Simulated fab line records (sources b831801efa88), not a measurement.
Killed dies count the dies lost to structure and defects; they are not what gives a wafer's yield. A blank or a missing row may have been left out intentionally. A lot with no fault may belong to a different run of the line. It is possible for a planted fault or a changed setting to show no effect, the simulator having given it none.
fab line records	flow sky130
[record] lots = 12	wafers = 36	lastDay = 50
route steps=708 shown FIELD_ISO@28 DNWELL@44 NWELL@82 VT_ADJUST_HVTP@94 PAD_OPEN@708
lots untouched by any fault: they come from a run of this same line in which no faults occurred
startH: hours from the record's opening day to when the first of the lot's shown wafers began	waitH: hours elapsed since this lot's preceding step	" repeats the value in the row above	L1.1+2: a row that stands for several wafers	- no value, or no start given	* or withheld: withheld	< > ~ a bound
route shown NAME@n: NAME is a module with steps in the file, n the number in the route of the first one	usual: average and standard deviation across the fault-free wafers	same: alike in all rows	chamber/n: place in a boat	sites: readings site by site	_std_site: the values' standard deviation	_edge_site: mean of outer sites minus mean of inner sites	radiusMm: for every site, how far away it sits from the centre of the wafer	mask NAME#n: copy n	behind: the tool/chamber that last shaped the wafer	hold: reason for holding the lot/hours on hold/outcome of the hold	device: the n, p or np transistor that did not switch	end of line: at the end of the route, the tests of the same wafers	a step given without rows: its recipe and nothing more	killed: dies lost to structure and defects at the first sort, not the wafer's yield	map: the dies of a wafer, with x for killed, . for not killed, _ for no die there
set.NAME: the run value of the setting; set.NAME@STEP: its run value at that earlier step	model.NAME: the simulator's own value behind a step, which no gauge read
one table for each step of the route and one row for each wafer, over a sample of lots
services: when a tool's chamber went out of use (startH, in hours from the record's first day, below 0 if earlier), for how many hours, and the reason
[[steps]]
[step SKY_FIELD_ISO_CMP_27]
[recipe] stopOn = Si3N4	tOverpolishS = 16	downForcePsi = 4	platenRpm = 60	targetThkNm = 457.8	padVelocityMS = 0.94248
[usual] headPressurePsi = 3.999/0.0085	motorCurrentA = 11.5/0.88	overpolishRunS = 15.999/0.0088	timeToEndpointS = 114/3.9
lot.wafer	tool	chamber	startH	waitH	headPressurePsi	motorCurrentA	overpolishRunS	timeToEndpointS
L769.1	cmp-01	0	38.51	0.1	4.025	12.2	15.990	120
L769.4	"	2	"	"	3.990	13.0	15.992	112
L769.5	"	0	"	"	4.013	11.7	16.010	119
L770.3	cmp-01	1	45.69	0.1	4.002	11.8	15.994	109
L770.1	"	3	"	"	3.998	12.3	15.982	109
L770.5	"	1	"	"	3.997	10.8	16.012	107
L772.3	cmp-01	1	56.05	0.1	4.006	10.9	16.014	111
L772.4	"	2	"	"	3.996	12.9	16.007	111
L772.6	"	0	"	"	4.018	12.4	15.989	115
L773.2	cmp-01	1	61.95	0.1	3.982	10.9	16.003	111
L773.4	"	2	"	"	4.008	12.4	16.004	112
L773.5	"	0	"	"	4.016	12.5	15.997	116
L774.1	cmp-01	1	65.87	0.0	3.994	11.7	16.000	120
L774.4	"	0	"	"	4.000	11.9	16.001	119
L774.5	"	2	"	"	4.009	12.3	16.014	111
L775.3	cmp-02	3	72.11	0.0	4.003	12.1	16.008	125
L775.6	"	3	"	"	3.994	11.4	15.999	123
L775.5	"	0	"	"	4.003	11.0	16.015	119
L776.3	cmp-02	2	78.08	0.0	3.994	9.4	16.009	119
L776.1	"	0	"	"	4.008	10.9	16.002	119
L776.5	"	3	"	"	4.001	12.0	15.999	118
L778.1	cmp-02	0	84.76	0.0	4.008	11.4	16.000	119
L778.3	"	1	"	"	4.016	11.8	16.004	111
L778.5	"	1	"	"	3.998	12.1	16.016	115
L781.2	cmp-02	2	101.31	0.0	3.988	9.4	15.980	114
L781.4	"	3	"	"	3.993	11.9	16.010	115
L781.1	"	1	"	"	3.993	11.2	15.996	111
L783.3	cmp-01	2	111.40	0.0	3.994	12.7	16.004	107
L783.4	"	3	"	"	4.002	12.1	15.983	108
L783.5	"	3	"	"	4.002	12.7	15.999	114
L790.3	cmp-01	1	149.18	0.1	3.999	11.0	16.004	119
L790.1	"	2	"	"	3.988	13.0	15.981	114
L790.6	"	1	"	"	3.988	10.8	16.012	118
L791.2	cmp-01	0	154.74	0.0	3.998	12.0	15.998	115
L791.4	"	1	"	"	4.009	11.3	16.005	108
L791.1	"	3	"	"	4.014	11.9	15.992	115
[step SKY_DNWELL_TW_MEAS_09]
[usual] DNWELL_TW = 1107/16
lot.wafer	tool	chamber	startH	waitH	DNWELL_TW
L769.1	filmMetro-04	-	57.16	0.1	1080
L769.4	"	-	"	"	1084
L769.5	"	-	"	"	1079
L770.1	filmMetro-03	-	66.11	0.1	1127
L770.3	"	-	"	"	1121
L770.5	"	-	"	"	1120
L772.3	filmMetro-04	-	76.76	0.1	1082
L772.4	"	-	"	"	1085
L772.6	"	-	"	"	1086
L773.2	filmMetro-03	-	80.91	0.1	1131
L773.4	"	-	"	"	1126
L773.5	"	-	"	"	1125
L774.1	filmMetro-03	-	86.24	0.1	1120
L774.4	"	-	"	"	1124
L774.5	"	-	"	"	1121
L775.3	filmMetro-02	-	92.86	0.1	1109
L775.5	"	-	"	"	1101
L775.6	"	-	"	"	1103
L776.1	filmMetro-03	-	97.46	0.1	1117
L776.3	"	-	"	"	1115
L776.5	"	-	"	"	1124
L778.1	filmMetro-03	-	105.84	0.1	1119
L778.3	"	-	"	"	1116
L778.5	"	-	"	"	1120
L781.1	filmMetro-04	-	121.31	0.1	1093
L781.2	"	-	"	"	1095
L781.4	"	-	"	"	1096
L783.3	filmMetro-04	-	133.66	0.1	1100
L783.4	"	-	"	"	1098
L783.5	"	-	"	"	1096
L790.1	filmMetro-03	-	171.56	0.1	1119
L790.3	"	-	"	"	1113
L790.6	"	-	"	"	1122
L791.1	filmMetro-02	-	179.06	0.1	1114
L791.2	"	-	"	"	1121
L791.4	"	-	"	"	1120
[step SKY_NWELL_RS_MEAS_29]
[recipe] thkMeasGauge = four-point-probe
[usual] NWELL_RS = 624.5/1.8
lot.wafer	tool	chamber	startH	waitH	NWELL_RS[ohm/sq]
L769.1	filmMetro-04	-	109.14	0.1	622.5
L769.4	"	-	"	"	623.4
L769.5	"	-	"	"	623.5
L770.1	filmMetro-02	-	118.01	0.1	623.1
L770.3	"	-	"	"	624.6
L770.5	"	-	"	"	623.8
L772.3	filmMetro-04	-	128.98	0.1	626.5
L772.4	"	-	"	"	625.6
L772.6	"	-	"	"	625.0
L773.2	filmMetro-03	-	134.90	0.1	623.4
L773.4	"	-	"	"	624.4
L773.5	"	-	"	"	624.6
L774.1	filmMetro-04	-	141.53	0.1	628.5
L774.4	"	-	"	"	628.2
L774.5	"	-	"	"	626.7
L775.3	filmMetro-04	-	147.43	0.1	625.6
L775.5	"	-	"	"	625.3
L775.6	"	-	"	"	623.8
L776.1	filmMetro-03	-	153.74	0.1	622.7
L776.3	"	-	"	"	625.7
L776.5	"	-	"	"	625.3
L778.1	filmMetro-02	-	163.53	0.1	619.5
L778.3	"	-	"	"	619.3
L778.5	"	-	"	"	619.5
L781.1	filmMetro-04	-	181.64	0.1	625.4
L781.2	"	-	"	"	623.3
L781.4	"	-	"	"	627.1
L783.3	filmMetro-02	-	194.59	0.1	623.7
L783.4	"	-	"	"	624.1
L783.5	"	-	"	"	624.9
L790.1	filmMetro-02	-	237.98	0.1	621.3
L790.3	"	-	"	"	622.7
L790.6	"	-	"	"	622.4
L791.1	filmMetro-03	-	245.48	0.1	627.0
L791.2	"	-	"	"	624.9
L791.4	"	-	"	"	624.8
[step SKY_VT_ADJUST_HVTP_IMPLANT_09]
[recipe] species = As	energyKev = 150	doseCm2 = 4.3e+12	tiltDeg = withheld
[usual] doseIonsCm2 = 4.3e+12/4.8e+09	faradayCurrentUA = 24.2/0.49
lot.wafer	tool	chamber	startH	waitH	doseIonsCm2	faradayCurrentUA
L769.1	implanter-02	0	126.24	0.0	4.29e+12	24.4
L769.4	"	0	"	"	4.292e+12	25.1
L769.5	"	0	"	"	4.299e+12	24.7
L770.1	implanter-01	0	137.29	0.0	4.3e+12	23.9
L770.3	"	0	"	"	4.304e+12	24.8
L770.5	"	0	"	"	4.306e+12	24.6
L772.3	implanter-01	0	148.84	0.1	4.299e+12	24.2
L772.4	"	0	"	"	4.29e+12	23.4
L772.6	"	0	"	"	4.301e+12	24.3
L773.2	implanter-02	0	154.32	0.0	4.298e+12	24.0
L773.4	"	0	"	"	4.301e+12	24.4
L773.5	"	0	"	"	4.308e+12	23.2
L774.1	implanter-02	0	161.72	0.0	4.302e+12	24.7
L774.4	"	0	"	"	4.304e+12	23.7
L774.5	"	0	"	"	4.304e+12	23.7
L775.3	implanter-02	0	167.82	0.1	4.301e+12	24.7
L775.5	"	0	"	"	4.305e+12	23.8
L775.6	"	0	"	"	4.301e+12	23.9
L776.1	implanter-03	0	174.39	0.0	4.298e+12	24.9
L776.3	"	0	"	"	4.296e+12	24.2
L776.5	"	0	"	"	4.291e+12	24.2
L778.1	implanter-01	0	183.99	0.0	4.295e+12	24.2
L778.3	"	0	"	"	4.304e+12	24.5
L778.5	"	0	"	"	4.301e+12	24.1
L781.1	implanter-01	0	203.09	0.0	2.532e+12	14.2
L781.2	"	0	"	"	2.534e+12	14.5
L781.4	"	0	"	"	2.537e+12	14.3
L783.3	implanter-01	0	217.09	0.1	2.549e+12	14.5
L783.4	"	0	"	"	2.54e+12	14.5
L783.5	"	0	"	"	2.536e+12	14.0
L790.1	implanter-02	0	261.84	0.0	4.3e+12	24.2
L790.3	"	0	"	"	4.3e+12	24.4
L790.6	"	0	"	"	4.307e+12	25.1
L791.1	implanter-03	0	270.09	0.0	4.293e+12	23.1
L791.2	"	0	"	"	4.3e+12	24.0
L791.4	"	0	"	"	4.297e+12	24.7
[step SKY_VT_ADJUST_HVTP_TW_MEAS_11]
[usual] VT_ADJUST_HVTP_TW = 1350/25
lot.wafer	tool	chamber	startH	waitH	VT_ADJUST_HVTP_TW
L769.1	filmMetro-04	-	126.49	0.1	1340
L769.4	"	-	"	"	1334
L769.5	"	-	"	"	1351
L770.1	filmMetro-02	-	137.54	0.1	1353
L770.3	"	-	"	"	1352
L770.5	"	-	"	"	1359
L772.3	filmMetro-04	-	149.06	0.1	1341
L772.4	"	-	"	"	1342
L772.6	"	-	"	"	1346
L773.2	filmMetro-04	-	154.55	0.1	1334
L773.4	"	-	"	"	1336
L773.5	"	-	"	"	1337
L774.1	filmMetro-01	-	161.97	0.1	1390
L774.4	"	-	"	"	1381
L774.5	"	-	"	"	1385
L775.3	filmMetro-04	-	168.04	0.1	1328
L775.5	"	-	"	"	1335
L775.6	"	-	"	"	1336
L776.1	filmMetro-04	-	174.64	0.1	1341
L776.3	"	-	"	"	1334
L776.5	"	-	"	"	1338
L778.1	filmMetro-01	-	184.24	0.1	1396
L778.3	"	-	"	"	1402
L778.5	"	-	"	"	1389
L781.1	filmMetro-01	-	203.34	0.1	1166
L781.2	"	-	"	"	1170
L781.4	"	-	"	"	1171
L783.3	filmMetro-01	-	217.31	0.1	1171
L783.4	"	-	"	"	1170
L783.5	"	-	"	"	1174
L790.1	filmMetro-04	-	262.09	0.1	1326
L790.3	"	-	"	"	1328
L790.6	"	-	"	"	1337
L791.1	filmMetro-04	-	270.34	0.1	1339
L791.2	"	-	"	"	1337
L791.4	"	-	"	"	1340
[step SKY_PAD_OPEN_PROBE_99]
[usual] killed_at_M0_to_M3 = 44/6.9	killed_at_M4_up = 3.3/1.8	killedAtContacts = 24/5	killedAtFrontEnd = 16/4.6	killedAtOther = 0.2/0.42	killedDies = 88/9.2	killedOpen = 48/7.3	killedShort = 40/6.5
[same] grossDies = 492	killedAtBackSide = 0
lot.wafer	tool	chamber	startH	waitH	killed_at_M0_to_M3	killed_at_M4_up	killedAtContacts	killedAtFrontEnd	killedAtOther	killedDies	killedOpen	killedShort
L769.1	prober-02	-	1074.86	0.1	36	4	16	15	0	71	33	38
L769.4	prober-02	-	1075.01	0.2	44	4	19	26	0	93	51	42
L769.5	prober-02	-	1075.06	0.2	33	3	25	19	0	80	45	35
L770.1	prober-01	-	1087.08	0.1	44	3	24	13	1	85	36	49
L770.3	prober-01	-	1087.18	0.2	53	6	28	15	0	102	50	52
L770.5	prober-01	-	1087.28	0.2	50	7	28	12	0	97	51	46
L773.2	prober-01	-	1111.15	0.1	40	4	18	20	0	82	52	30
L773.4	prober-01	-	1111.25	0.2	39	4	29	17	0	89	40	48
L773.5	prober-01	-	1111.30	0.2	44	3	21	22	1	91	52	39
L772.3	prober-02	-	1112.29	0.2	35	3	25	19	0	82	44	38
L772.4	prober-02	-	1112.34	0.2	48	4	21	19	0	92	51	40
L772.6	prober-02	-	1112.44	0.2	39	3	20	14	0	76	40	35
L774.1	prober-01	-	1120.61	0.1	51	2	30	10	0	93	54	39
L774.4	prober-01	-	1120.76	0.2	42	3	24	7	0	76	43	33
L774.5	prober-01	-	1120.81	0.2	32	3	23	12	1	71	38	33
L775.3	prober-02	-	1125.75	0.2	49	3	24	11	0	87	56	31
L775.5	prober-02	-	1125.85	0.2	50	2	16	14	0	82	41	41
L775.6	prober-02	-	1125.90	0.2	39	4	28	15	0	86	53	33
L776.1	prober-01	-	1128.72	0.1	50	4	23	20	0	97	51	45
L776.3	prober-01	-	1128.82	0.2	45	0	17	12	0	74	39	35
L776.5	prober-01	-	1128.92	0.2	38	4	27	12	1	82	38	44
L778.1	prober-01	-	1133.79	0.1	46	8	28	7	0	89	46	43
L778.3	prober-01	-	1133.89	0.2	46	7	25	15	0	93	63	30
L778.5	prober-01	-	1133.99	0.2	50	5	29	17	0	101	61	40
L781.1	prober-02	-	1157.27	0.1	43	1	25	15	0	84	50	34
L781.2	prober-02	-	1157.32	0.1	37	3	29	12	0	81	40	41
L781.4	prober-02	-	1157.42	0.2	47	4	34	13	0	98	49	49
L783.3	prober-02	-	1164.85	0.2	49	8	17	17	0	91	41	50
L783.4	prober-02	-	1164.90	0.2	45	1	40	11	0	97	62	35
L783.5	prober-02	-	1164.95	0.2	45	6	25	18	0	94	47	47
L790.1	prober-01	-	1195.83	0.1	55	2	25	19	0	101	58	43
L790.3	prober-01	-	1195.93	0.2	51	3	22	9	0	85	48	37
L790.6	prober-01	-	1196.08	0.2	51	1	27	22	0	101	58	42
L791.1	prober-02	-	1198.14	0.1	35	6	27	16	0	84	54	30
L791.2	prober-02	-	1198.19	0.1	42	2	36	11	1	92	51	40
L791.4	prober-02	-	1198.29	0.2	50	2	29	13	0	94	53	41
// killed by level:class
L769.1 VIA3:geometricParticle:open=10 VIA1:geometricParticle:short=7 LOCAL_INTERCONNECT:geometricParticle:short=6 VIA1:geometricParticle:open=6 METAL1:geometricParticle:short=5 FIELD_ISO:geometricParticle:short=4 POLY_GATE:geometricParticle:open=4 FIELD_ISO:geometricParticle:open=3
L769.4 VIA1:geometricParticle:open=10 LI_CONTACT:geometricParticle:open=7 VIA3:geometricParticle:open=7 FIELD_ISO:geometricParticle:short=6 POLY_GATE:geometricParticle:open=6 VIA2:geometricParticle:open=6 POLY_GATE:geometricParticle:short=5 CONTACT:geometricParticle:open=5
L769.5 LI_CONTACT:geometricParticle:open=9 CONTACT:geometricParticle:open=8 VIA3:geometricParticle:open=7 FIELD_ISO:geometricParticle:open=6 VIA1:geometricParticle:open=6 VIA2:geometricParticle:open=5 FIELD_ISO:geometricParticle:short=4 POLY_GATE:geometricParticle:short=4
L770.1 CONTACT:geometricParticle:open=11 METAL2:geometricParticle:short=11 VIA1:geometricParticle:short=8 VIA2:geometricParticle:open=7 POLY_GATE:geometricParticle:short=6 LI_CONTACT:geometricParticle:short=5 LI_CONTACT:geometricParticle:open=4 LOCAL_INTERCONNECT:geometricParticle:short=4
L770.3 VIA1:geometricParticle:open=12 CONTACT:geometricParticle:open=11 METAL1:geometricParticle:short=7 VIA1:geometricParticle:short=7 VIA2:geometricParticle:open=6 CONTACT:geometricParticle:short=6 VIA3:geometricParticle:open=6 LOCAL_INTERCONNECT:geometricParticle:short=5
L770.5 CONTACT:geometricParticle:open=13 VIA3:geometricParticle:open=11 VIA1:geometricParticle:open=9 METAL2:geometricParticle:short=8 CONTACT:geometricParticle:short=7 METAL1:geometricParticle:short=7 VIA2:geometricParticle:short=5 POLY_GATE:geometricParticle:open=4
L773.2 VIA2:geometricParticle:open=9 VIA3:geometricParticle:open=8 LI_CONTACT:geometricParticle:open=8 VIA1:geometricParticle:open=7 CONTACT:geometricParticle:open=6 FIELD_ISO:geometricParticle:short=5 POLY_GATE:geometricParticle:open=4 POLY_GATE:geometricParticle:short=4
L773.4 LI_CONTACT:geometricParticle:open=8 CONTACT:geometricParticle:short=8 CONTACT:geometricParticle:open=7 VIA1:geometricParticle:short=7 VIA2:geometricParticle:open=7 FIELD_ISO:geometricParticle:short=4 POLY_GATE:geometricParticle:short=4 VIA1:geometricParticle:open=4
L773.5 CONTACT:geometricParticle:open=12 VIA1:geometricParticle:open=12 FIELD_ISO:geometricParticle:open=7 POLY_GATE:geometricParticle:short=7 VIA2:geometricParticle:open=7 POLY_GATE:geometricParticle:open=5 METAL1:geometricParticle:short=5 METAL2:geometricParticle:short=5
L772.3 CONTACT:geometricParticle:open=9 VIA1:geometricParticle:open=7 CONTACT:geometricParticle:short=6 METAL1:geometricParticle:short=6 FIELD_ISO:geometricParticle:open=5 METAL2:geometricParticle:short=5 POLY_GATE:geometricParticle:short=4 LI_CONTACT:geometricParticle:open=4
L772.4 VIA2:geometricParticle:open=10 CONTACT:geometricParticle:open=9 METAL1:geometricParticle:short=7 LI_CONTACT:geometricParticle:open=6 VIA1:geometricParticle:open=6 VIA3:geometricParticle:open=6 FIELD_ISO:geometricParticle:open=5 VIA1:geometricParticle:short=5
L772.6 VIA1:geometricParticle:open=7 CONTACT:geometricParticle:open=6 VIA2:geometricParticle:open=6 LI_CONTACT:geometricParticle:open=5 VIA3:geometricParticle:open=5 POLY_GATE:geometricParticle:open=4 CONTACT:geometricParticle:short=4 METAL1:geometricParticle:short=4
L774.1 VIA1:geometricParticle:open=13 CONTACT:geometricParticle:open=12 VIA2:geometricParticle:open=11 LI_CONTACT:geometricParticle:open=7 METAL2:geometricParticle:short=7 VIA3:geometricParticle:open=6 FIELD_ISO:geometricParticle:short=4 CONTACT:geometricParticle:short=4
L774.4 VIA1:geometricParticle:open=13 CONTACT:geometricParticle:open=9 LI_CONTACT:geometricParticle:open=5 VIA3:geometricParticle:open=5 VIA2:geometricParticle:open=5 VIA2:geometricParticle:short=5 METAL1:geometricParticle:short=4 LOCAL_INTERCONNECT:geometricParticle:short=4
L774.5 LI_CONTACT:geometricParticle:open=8 VIA2:geometricParticle:open=8 VIA1:geometricParticle:open=7 LI_CONTACT:geometricParticle:short=5 CONTACT:geometricParticle:open=5 FIELD_ISO:geometricParticle:open=4 LOCAL_INTERCONNECT:geometricParticle:short=4 METAL2:geometricParticle:short=4
L775.3 CONTACT:geometricParticle:open=13 VIA1:geometricParticle:open=12 METAL3:geometricParticle:short=7 FIELD_ISO:geometricParticle:open=5 POLY_GATE:geometricParticle:open=5 VIA3:geometricParticle:open=5 VIA2:geometricParticle:open=5 LI_CONTACT:geometricParticle:open=4
L775.5 METAL2:geometricParticle:short=13 VIA3:geometricParticle:open=10 VIA1:geometricParticle:open=9 VIA1:geometricParticle:short=8 POLY_GATE:geometricParticle:open=6 LI_CONTACT:geometricParticle:open=6 CONTACT:geometricParticle:open=5 VIA3:geometricParticle:short=4
L775.6 LI_CONTACT:geometricParticle:open=11 CONTACT:geometricParticle:open=10 VIA1:geometricParticle:open=10 METAL1:geometricParticle:short=5 VIA3:geometricParticle:open=5 POLY_GATE:geometricParticle:short=4 LOCAL_INTERCONNECT:geometricParticle:short=4 FIELD_ISO:geometricParticle:short=3
L776.1 VIA1:geometricParticle:open=10 CONTACT:geometricParticle:open=9 LI_CONTACT:geometricParticle:open=8 METAL3:geometricParticle:short=8 POLY_GATE:geometricParticle:open=7 VIA2:geometricParticle:open=5 METAL1:geometricParticle:short=5 VIA1:geometricParticle:short=5
L776.3 VIA1:geometricParticle:open=12 VIA2:geometricParticle:open=7 METAL1:geometricParticle:short=6 VIA3:geometricParticle:open=6 VIA1:geometricParticle:short=5 CONTACT:geometricParticle:open=5 CONTACT:geometricParticle:short=4 FIELD_ISO:geometricParticle:short=3
L776.5 CONTACT:geometricParticle:open=12 LOCAL_INTERCONNECT:geometricParticle:short=7 VIA1:geometricParticle:open=7 METAL2:geometricParticle:short=6 FIELD_ISO:geometricParticle:short=5 POLY_GATE:geometricParticle:short=4 METAL1:geometricParticle:short=4 VIA2:geometricParticle:open=4
L778.1 VIA3:geometricParticle:open=11 VIA1:geometricParticle:open=11 CONTACT:geometricParticle:open=8 METAL2:geometricParticle:short=7 METAL4:geometricParticle:short=7 LI_CONTACT:geometricParticle:open=6 LOCAL_INTERCONNECT:geometricParticle:short=6 METAL1:geometricParticle:short=6
L778.3 VIA1:geometricParticle:open=18 LI_CONTACT:geometricParticle:open=11 VIA3:geometricParticle:open=7 CONTACT:geometricParticle:open=6 POLY_GATE:geometricParticle:open=5 METAL2:geometricParticle:short=5 VIA2:geometricParticle:open=5 METAL4:geometricParticle:short=5
L778.5 CONTACT:geometricParticle:open=15 VIA3:geometricParticle:open=11 FIELD_ISO:geometricParticle:open=8 VIA1:geometricParticle:open=8 LI_CONTACT:geometricParticle:open=6 LOCAL_INTERCONNECT:geometricParticle:short=6 METAL1:geometricParticle:short=5 VIA1:geometricParticle:short=5
L781.1 CONTACT:geometricParticle:open=11 VIA2:geometricParticle:open=7 LI_CONTACT:geometricParticle:open=6 POLY_GATE:geometricParticle:open=5 VIA1:geometricParticle:short=5 VIA1:geometricParticle:open=5 METAL2:geometricParticle:short=5 VIA3:geometricParticle:open=5
L781.2 VIA1:geometricParticle:open=10 LOCAL_INTERCONNECT:geometricParticle:short=9 CONTACT:geometricParticle:short=7 CONTACT:geometricParticle:open=7 METAL1:geometricParticle:short=6 VIA3:geometricParticle:open=6 POLY_GATE:geometricParticle:short=4 LI_CONTACT:geometricParticle:open=4
L781.4 VIA1:geometricParticle:open=14 LI_CONTACT:geometricParticle:open=9 CONTACT:geometricParticle:short=9 VIA3:geometricParticle:open=8 CONTACT:geometricParticle:open=8 METAL1:geometricParticle:short=5 LOCAL_INTERCONNECT:geometricParticle:short=5 METAL2:geometricParticle:short=5
L783.3 VIA1:geometricParticle:open=10 CONTACT:geometricParticle:open=8 METAL1:geometricParticle:short=8 METAL4:geometricParticle:short=7 VIA1:geometricParticle:short=6 METAL2:geometricParticle:short=6 VIA2:geometricParticle:open=5 FIELD_ISO:geometricParticle:open=4
L783.4 CONTACT:geometricParticle:open=13 VIA2:geometricParticle:open=13 VIA1:geometricParticle:open=10 CONTACT:geometricParticle:short=10 LI_CONTACT:geometricParticle:open=8 LOCAL_INTERCONNECT:geometricParticle:short=8 VIA3:geometricParticle:open=7 VIA1:geometricParticle:short=5
L783.5 VIA1:geometricParticle:open=11 VIA1:geometricParticle:short=10 CONTACT:geometricParticle:open=10 METAL1:geometricParticle:short=6 FIELD_ISO:geometricParticle:open=5 METAL2:geometricParticle:short=5 LI_CONTACT:geometricParticle:open=4 LOCAL_INTERCONNECT:geometricParticle:short=4
L790.1 VIA1:geometricParticle:open=13 VIA2:geometricParticle:open=12 CONTACT:geometricParticle:short=8 CONTACT:geometricParticle:open=8 POLY_GATE:geometricParticle:open=7 VIA2:geometricParticle:short=7 LI_CONTACT:geometricParticle:open=6 VIA1:geometricParticle:short=6
L790.3 VIA3:geometricParticle:open=10 METAL2:geometricParticle:open=9 LI_CONTACT:geometricParticle:open=7 VIA2:geometricParticle:open=7 POLY_GATE:geometricParticle:short=6 CONTACT:geometricParticle:open=6 VIA1:geometricParticle:open=6 CONTACT:geometricParticle:short=5
L790.6 VIA1:geometricParticle:open=14 CONTACT:geometricParticle:open=12 VIA2:geometricParticle:open=11 POLY_GATE:geometricParticle:short=8 CONTACT:geometricParticle:short=8 METAL1:geometricParticle:short=8 POLY_GATE:geometricParticle:open=5 LI_CONTACT:geometricParticle:open=4
L791.1 CONTACT:geometricParticle:open=15 POLY_GATE:geometricParticle:open=8 VIA1:geometricParticle:open=8 VIA2:geometricParticle:open=7 VIA3:geometricParticle:open=7 METAL4:geometricParticle:short=6 LI_CONTACT:geometricParticle:open=4 LOCAL_INTERCONNECT:geometricParticle:short=4
L791.2 CONTACT:geometricParticle:open=16 VIA1:geometricParticle:open=8 LOCAL_INTERCONNECT:geometricParticle:short=7 CONTACT:geometricParticle:short=7 METAL1:geometricParticle:short=6 VIA2:geometricParticle:open=6 VIA3:geometricParticle:open=6 FIELD_ISO:geometricParticle:short=4
L791.4 VIA1:geometricParticle:open=14 CONTACT:geometricParticle:open=13 VIA1:geometricParticle:short=8 LI_CONTACT:geometricParticle:open=6 METAL1:geometricParticle:short=6 VIA2:geometricParticle:open=6 FIELD_ISO:geometricParticle:open=5 CONTACT:geometricParticle:short=5
[[services]]
tool	chamber	startH	hours	kind
implanter-03	-	33.10	2.2	repair
cmp-02	-	44.42	0.4	repair
cmp-02	-	46.77	17.0	pm
implanter-01	-	53.83	2.8	pm
cmp-02	-	64.23	4.0	pm
cmp-02	-	68.23	-	consumableReplace:conditioner
cmp-02	-	68.23	-	consumableReplace:pad
implanter-02	-	76.65	2.3	repair
implanter-02	-	78.31	1.9	repair
cmp-01	-	108.34	2.9	repair
cmp-01	-	117.48	3.2	repair
cmp-01	-	124.81	3.7	repair
implanter-01	-	126.11	3.4	repair
implanter-03	-	162.64	2.6	pm
implanter-02	-	172.95	4.2	pm
implanter-02	-	186.32	1.0	repair
implanter-03	-	225.53	1.6	repair
cmp-01	-	232.16	4.0	pm
cmp-01	-	236.16	-	consumableReplace:conditioner
cmp-01	-	236.16	-	consumableReplace:pad
cmp-02	-	238.89	21.1	repair
implanter-03	-	249.92	2.0	repair
cmp-02	-	259.97	7.7	pm
cmp-01	-	267.69	3.9	pm
[[key]]
[firstSign] step = SKY_VT_ADJUST_HVTP_IMPLANT_09	reading = doseIonsCm2	direction = down	sigmas = 99+	usual = *	struck = *
[effect] step = SKY_VT_ADJUST_HVTP_IMPLANT_09	reading = faradayCurrentUA	direction = down	sigmas = 20	usual = 24.2	struck = 14.3
[effect] step = SKY_VT_ADJUST_HVTP_TW_MEAS_11	reading = VT_ADJUST_HVTP_TW	direction = down	sigmas = 7.2	usual = 1350	struck = 1170
metAt SKY_VT_ADJUST_HVTP_IMPLANT_09
struckLots L781,L783
testerLeftOut L781,L783
notActingAt SKY_FIELD_ISO_CMP_27,SKY_DNWELL_TW_MEAS_09,SKY_NWELL_RS_MEAS_29
onsetBetween 183.99 203.09
[fault] kind = processParameterDrift	tool = implanter-01	chamber = -	onsetH = 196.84	steps = SKY_VT_ADJUST_HVTP_IMPLANT_09	channel = doseCm2	offset = *	shape = step	endH = 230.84	actsIn = *	stated = *
// testerLeftOut: of these lots the tester's yield and bins aren't shown, on N5 and GAA mostly nor the transistor test; their killed dies are dies lost to structure and defects alone, not to doping, threshold or leakage, so they don't give the yield
